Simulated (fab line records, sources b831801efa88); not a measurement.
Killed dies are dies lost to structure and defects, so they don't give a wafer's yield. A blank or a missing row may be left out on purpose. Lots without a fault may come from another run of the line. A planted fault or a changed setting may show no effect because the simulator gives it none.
A struck lot beside a sound one | flow sky130 | 43 steps out of a route of 708
Sound: wafers L542.1, L542.2, L542.6. Struck: wafers L562.1, L562.4, L562.6. The cause comes at the end.
At each step with rows: each side's tool, then ch and its chambers, then its first start. Under that, the readings that differ: sound wafers | struck wafers | difference of the means | sigmas: that difference in standard deviations of wafers without a fault.
alike: readings whose means differ by less than 2 such deviations, and words and numbers that are the same on both sides. not compared: withheld readings, readings that some wafer has no value for, bounds like >300 that may hide the same value, and numbers for which the record gives no deviation and whose values overlap.
The two part at a step that has a row with sigmas, a row that says differs or no value, or rows on one side only. Numbers that don't overlap but have no deviation are shown without sigmas and don't part them. A reading that every wafer of one side lacks parts them only if that side has two wafers or more.

first, 3 steps without rows for these wafers: SKY_SONOS_ONO_WET_ETCH_18 (etches Si3N4 in H3PO4, target depth 15 nm, time 172 s); SKY_GATE_OXIDE_CLEAN_00 (cleans in SC1/SC2, time 150 s); SKY_GATE_OXIDE_OXIDATION_01 (stabilise 600 s, purge 300 s, target thk 10.268 nm).
SKY_GATE_OXIDE_THK_MEAS_02:
  sound on film_metro-03, day 13 18:29; struck on film_metro-02, day 20 23:00
  alike: GATE_OXIDE_OXIDATION_00_THK
then, 7 steps without rows for these wafers: SKY_GATE_OXIDE_DEHYDRATE_03 (time 60 s); SKY_GATE_OXIDE_HMDS_04 (prime time 60 s); SKY_GATE_OXIDE_COAT_05 (resist thk 1140 nm); SKY_GATE_OXIDE_SOFTBAKE_06 (time 60 s); SKY_GATE_OXIDE_EXPOSE_07 (exposes mask LVOM, target cd 600 nm); SKY_GATE_OXIDE_PEB_08; SKY_GATE_OXIDE_DEVELOP_09 (develop time 60 s).
SKY_GATE_OXIDE_OVL_MEAS_10:
  sound on overlay-01, day 14 20:46; struck on overlay-01, day 22 05:46
  alike: GATE_OXIDE_OVL
SKY_GATE_OXIDE_IMPLANT_11:
  sound on implanter-04 ch 0, day 14 20:49; struck on implanter-02 ch 0, day 22 05:49
then, 1 step without rows for these wafers: SKY_GATE_OXIDE_WET_ETCH_12 (etches SiO2 in dHF, target depth 16.8 nm, time 336 s).
SKY_GATE_OXIDE_STRIP_13: strips in O2/N2.
  sound on plasma_asher-04 ch 0,1, day 14 21:04; struck on plasma_asher-04 ch 0,1, day 22 06:04
  alike: drypump_motor_current_A, oes_product_au, strip_time_to_endpoint_s
  not compared: rf_hours_counter_h
SKY_GATE_OXIDE_TW_MEAS_14:
  sound on film_metro-04, day 14 21:10; struck on film_metro-03, day 22 06:10
  alike: GATE_OXIDE_TW
then, 3 steps without rows for these wafers: SKY_GATE_OXIDE_CLEAN_15 (cleans in SC1/SC2, time 150 s); SKY_GATE_OXIDE_OXIDATION_16 (stabilise 600 s, purge 300 s, target thk 3.57 nm); SKY_POLY_GATE_CVD_00 (deposits poly-Si, target thk 180 nm, time 720 s).
SKY_POLY_GATE_THK_MEAS_01:
  sound on film_metro-01, day 15 01:13; struck on film_metro-01, day 22 09:01
  reading                   | sound             | struck            | difference | sigmas
  POLY_GATE_CVD_00_THK (nm) | 179.1 176.2 176.3 | 180.6 180.9 181.0 | +3.6       | +2
then, 8 steps without rows for these wafers: SKY_RES_PROTECT_DEHYDRATE_00 (time 60 s); SKY_RES_PROTECT_HMDS_01 (prime time 60 s); SKY_RES_PROTECT_COAT_02 (resist thk 1140 nm); SKY_RES_PROTECT_SOFTBAKE_03 (time 60 s); SKY_RES_PROTECT_EXPOSE_04 (exposes mask RPM, target cd 1270 nm); SKY_RES_PROTECT_PEB_05; SKY_RES_PROTECT_DEVELOP_06 (develop time 60 s); SKY_POLY_GATE_IMPLANT_02.
SKY_RES_PROTECT_STRIP_07: strips in O2/N2.
  sound on plasma_asher-01 ch 0,1, day 16 03:44; struck on plasma_asher-04 ch 0,1, day 23 15:53
  alike: drypump_motor_current_A, oes_product_au, strip_time_to_endpoint_s
  not compared: rf_hours_counter_h
SKY_RES_PROTECT_TW_MEAS_08:
  sound on film_metro-04, day 16 03:50; struck on film_metro-01, day 23 15:59
  reading      | sound          | struck         | difference | sigmas
  POLY_GATE_TW | 4045 4017 4025 | 4107 4106 4109 | +78        | +3
then, 2 steps without rows for these wafers: SKY_RES_PROTECT_CLEAN_09 (cleans in SC1/SC2, time 150 s); SKY_POLY_GATE_CVD_03 (deposits Si3N4 from DCS/NH3, target thk 75 nm, time 1290 s).
SKY_POLY_GATE_THK_MEAS_04:
  sound on film_metro-04, day 16 06:14; struck on film_metro-01, day 23 18:40
  reading                   | sound          | struck         | difference | sigmas
  POLY_GATE_CVD_03_THK (nm) | 75.3 75.8 75.5 | 73.5 74.2 74.3 | -1.5       | -2
then, 8 steps without rows for these wafers: SKY_POLY_GATE_DEHYDRATE_05 (time 60 s); SKY_POLY_GATE_HMDS_06 (prime time 60 s); SKY_POLY_GATE_COAT_07 (resist thk 110 nm); SKY_POLY_GATE_COAT_08 (resist thk 450 nm); SKY_POLY_GATE_SOFTBAKE_09 (time 90 s); SKY_POLY_GATE_EXPOSE_10 (exposes mask P1M, target cd 150 nm); SKY_POLY_GATE_PEB_11; SKY_POLY_GATE_DEVELOP_12 (develop time 60 s).
SKY_POLY_GATE_CD_MEAS_13: target cd 150 nm.
  sound on cd_sem-02, day 17 10:41; struck on cd_sem-01, day 25 01:19
  alike: cd_nm
-- the record jumps here: 26 days lie between the struck wafers' starts before and after (it left off in module POLY_GATE and takes up again in module PAD_OPEN, whose first step shown is number 708 of the route) --
SKY_PAD_OPEN_PROBE_99:
  sound on prober-02, day 46 16:21; struck on prober-02, day 51 03:24
  reading                                 | sound                      | struck                  | difference | sigmas
  model.etest.nfet_01v8.drive_ua_um_range | 5.55 7.941 9.855           | 32.52 23.33 33.04       | +21.85     |
  model.etest.pfet_01v8.drive_ua_um_range | 5.961 7.357 5.83           | 18.56 20.46 16.41       | +12.09     |
  model.etest.pfet_01v8_lvt.vt_v_range    | 0.009208 0.007813 0.008276 | 0.2201 0.2215 0.2183    | +0.2115    |
  model.etest.pfet_01v8.vt_v_range        | 0.01595 0.00877 0.01147    | 0.0813 0.08952 0.08289  | +0.0725    |
  model.etest.nfet_01v8.vt_v_range        | 0.01907 0.008419 0.01462   | 0.03097 0.02628 0.02874 | +0.01463   |
  alike: killed_at_M0_to_M3, killed_at_M4_up, killed_at_contacts, killed_at_front_end, killed_at_other, killed_dies, killed_open, killed_short
  not compared: model.etest.tip_p.rs_ohm_sq_range

WHERE THEY PART
First at SKY_POLY_GATE_THK_MEAS_01; last, within this record, at SKY_POLY_GATE_THK_MEAS_04. Later steps at which nothing parts them and some readings are alike: SKY_POLY_GATE_CD_MEAS_13, SKY_PAD_OPEN_PROBE_99.

WHY: what the simulator had put in
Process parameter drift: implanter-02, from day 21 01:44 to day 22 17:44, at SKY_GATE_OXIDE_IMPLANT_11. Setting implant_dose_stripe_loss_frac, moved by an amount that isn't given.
